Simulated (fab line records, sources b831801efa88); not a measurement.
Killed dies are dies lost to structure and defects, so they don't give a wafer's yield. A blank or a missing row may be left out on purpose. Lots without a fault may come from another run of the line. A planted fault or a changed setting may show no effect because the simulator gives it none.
Chamber matching | flow sfq_line | SFQ_TRILAYER_I2_CMP_CMP_064 on cmp-02: 4 sister chambers
The step polishes SiO2. 4 wafers are shown with their chamber, then 8 later ones without.

WAFERS WITH THEIR CHAMBER
wafer  | chamber | motor_current_A (A)
L511.6 | 3       | 11.2
L520.5 | 2       | 10.5
L520.6 | 1       | 11.3
L521.2 | 0       | 11.2

WAFERS WITHOUT THEIR CHAMBER
wafer  | motor_current_A (A)
L521.5 | 10.6
L521.6 | 10.9
L528.3 | 10.8
L528.5 | 11.1
L528.6 | 10.9
L530.1 | 10.7
L530.3 | 10.9
L530.5 | 10.4

WHICH CHAMBER EACH WENT THROUGH
wafer  | from the rows above               | in truth
L521.5 | 2                                 | 2
L521.6 | can't be placed: 0 or 3 or 1 or 2 | 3
L528.3 | can't be placed: 2 or 0 or 3 or 1 | 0
L528.5 | can't be placed: 0 or 3 or 1      | 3
L528.6 | can't be placed: 0 or 3 or 1 or 2 | 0
L530.1 | can't be placed: 2 or 0 or 3 or 1 | 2
L530.3 | can't be placed: 0 or 3 or 1 or 2 | 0
L530.5 | 2                                 | 2
Placed correctly: 2 of 8. Can't be placed from these rows: 6 (the true chamber is among the candidates in 6). Placed wrongly: 0.
How it was worked out, from the rows above alone: a wafer's distance from a chamber is the root of the sum, over the readings, of the square of ((its reading less the chamber's mean) divided by the reading's scatter). The wafer belongs to the nearest chamber; if the next one is less than 2 further off, it can't be placed. A chamber's mean is the mean of its shown wafers. The scatter: with one shown wafer a chamber, the root of the mean of the squares of how far each hidden wafer lies from its nearest shown one.
